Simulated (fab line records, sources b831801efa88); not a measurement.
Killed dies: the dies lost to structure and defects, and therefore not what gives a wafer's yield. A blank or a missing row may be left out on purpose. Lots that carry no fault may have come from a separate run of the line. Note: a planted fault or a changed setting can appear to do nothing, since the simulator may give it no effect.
Chamber matching    flow gf180mcu    cmp-01 running GF_V5_CMP_26: 4 sister chambers
The step polishes, stops on SiO2, t overpolish 15 s, target thk 0 nm. 16 wafers are shown with their chamber, then 8 later ones without.

== WAFERS WITH THEIR CHAMBER ==
wafer   chamber  motor current A (A)  time to endpoint s (s)  overpolish run s (s)
L338.1  1        11.8                 88                      14.987
L338.3  0        9.6                  96                      15.007
L338.4  2        10.0                 91                      15.005
L339.1  2        9.5                  96                      15.009
L339.5  3        10.6                 89                      14.992
L339.6  0        9.1                  99                      14.987
L340.1  0        9.6                  97                      15.008
L340.4  3        11.2                 86                      14.993
L340.6  1        11.4                 84                      14.999
L341.1  3        11.2                 88                      15.005
L341.5  0        9.3                  97                      15.001
L341.6  3        11.3                 87                      14.998
L344.1  3        10.5                 86                      15.015
L344.4  0        9.5                  98                      14.988
L344.5  2        9.5                  92                      15.008
L343.2  2        9.7                  90                      14.996

SIGNATURES, as means of the wafers listed above
reading             chamber 0  chamber 1  chamber 2  chamber 3  scatter within a chamber
motor current A     9.420      11.600     9.675      10.960     0.29
time to endpoint s  97.40      86.00      92.25      87.20      1.84
overpolish run s    14.99820   14.99300   15.00450   15.00060   0.00891
Rule: a wafer lies at a distance from a chamber equal to the root of the sum of squares, over the readings, of (its reading less the chamber's mean, divided by the reading's scatter). If the next closest chamber is less than 2 further off than the closest, the wafer can't be placed; otherwise it belongs to the closest. The scatter is the square root of a quotient: the sum, over the shown wafers, of each reading's squared deviation from its chamber's mean, divided by wafers minus chambers.

== WAFERS WITH NO CHAMBER GIVEN ==
wafer   motor current A (A)  time to endpoint s (s)  overpolish run s (s)
L343.4  11.0                 81                      14.992
L343.5  9.5                  89                      15.004
L347.1  9.0                  91                      15.003
L347.5  9.7                  97                      15.005
L347.6  11.5                 84                      15.013
L361.1  11.4                 80                      14.991
L361.2  9.4                  87                      15.005
L361.5  10.4                 84                      14.993

== THE CHAMBER EACH PASSED THROUGH ==
wafer   from the rows above      in truth
L343.4  can't be placed: 1 or 3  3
L343.5  2                        2
L347.1  can't be placed: 2 or 0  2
L347.5  can't be placed: 0 or 2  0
L347.6  can't be placed: 1 or 3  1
L361.1  can't be placed: 1 or 3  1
L361.2  2                        2
L361.5  can't be placed: 3 or 1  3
Correct placement for 2 of the 8. Unplaceable from these rows: 6, with the true chamber sitting among the candidates in 6. Placed wrongly: 0.
